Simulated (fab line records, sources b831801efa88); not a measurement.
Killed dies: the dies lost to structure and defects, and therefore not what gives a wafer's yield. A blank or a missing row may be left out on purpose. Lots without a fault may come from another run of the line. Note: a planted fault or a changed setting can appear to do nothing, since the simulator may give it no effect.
Code-filled problem report in 8D (eight disciplines) form :: flow gf180mcu :: the parts of the form that need people (team, actions taken, sign-off) are left out

1. WHAT IS WRONG
SAB_CVD_00_THK at GF_SAB_THK_MEAS_01 reads a mean of 44.3 nm on 9 wafers of 3 lots; wafers without a fault read 49.5 nm with a standard deviation of 0.75. Relative to the usual mean, that is a shift of -6.9 standard deviations.
Seen first at day 18 20:54 on film_metro-03, wafer L325.3. The record has a number at this step for 42 wafers belonging to 14 lots. By rule, "out" or "out of limits" means more than 4 standard deviations away from the usual mean. The other wafers with a number count as sound.

2. WHAT IT IS, WHAT IT ISN'T
question: which readings at this step
is: SAB_CVD_00_THK
is not: -

question: which lots
is: L325, L327, L328
is not: L315, L316, L318, L319, L320, L321, L322, L324, L326, L333, L335

question: which wafers of those lots
is: all that have a number
is not: -

question: read on which gauges
is: film_metro-02, film_metro-03
is not: film_metro-04

question: when
is: from day 18 20:54
is not: up to then (24 sound wafers); but 9 sound wafers of L326, L333, L335 came after

3. THE SUSPECTS, EACH WITH WHAT RULES IT OUT
Counting: a tool stays on the suspect list if, at a process step up to the reading, it processed all lots that are out and no sound lot following the first of them.
- the gauge at GF_SAB_THK_MEAS_01 is ruled out. The wafers that are out were read on 2 gauges (film_metro-02, film_metro-03).
- pecvd-01 at GF_SAB_CVD_00 (deposits SiO2 from TEOS, target thk 50 nm, time 4.9302 s): kept. All lots that are out passed through it, beginning with L325 at day 18 20:52, and no sound lot followed; its final sound lot before that point was L324 at day 18 10:22.
Remaining after the count: pecvd-01 at GF_SAB_CVD_00.

4. THE CAUSE (what the simulator had put in)
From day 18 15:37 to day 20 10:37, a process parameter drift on pecvd-01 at GF_SAB_CVD_00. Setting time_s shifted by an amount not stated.
Only this tool survived the counting.

5. SEQUENCE OF EFFECTS, ordered by route
Each row: a reading whose mean over the struck wafers that have a number lies more than 3 standard deviations from the usual. Only readings whose record carries a usual standard deviation are examined. hours: median over the lots of the time between each lot's start at the first step of this table that gives one and its start at this step. sigmas: the change, counted in usual standard deviations.
hours: 0
step: GF_SAB_THK_MEAS_01
reading: SAB_CVD_00_THK
usual: 49.5 nm
on struck wafers: 44.3
change: -5.2
sigmas: -6.9
Readings that are blank on the struck wafers while sound wafers have them: rf_fwd_power_W at GF_SAB_CVD_00.
Later measuring or inspecting steps at which every struck wafer that the step has a row for has a number for every such reading, and none has moved that far: GF_SALICIDE_THK_MEAS_05, GF_CONTACT_THK_MEAS_03.

6. WHAT WOULD HAVE CAUGHT IT SOONER
In this record the first reading out of limits at a measuring or inspecting step was taken at day 18 20:54, 5 hours after the fault began at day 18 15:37.
L327, L328, from the lots that are out (3), started GF_SAB_CVD_00 on pecvd-01 later than day 18 20:54. A hold on the tool at that time would have spared those 2.
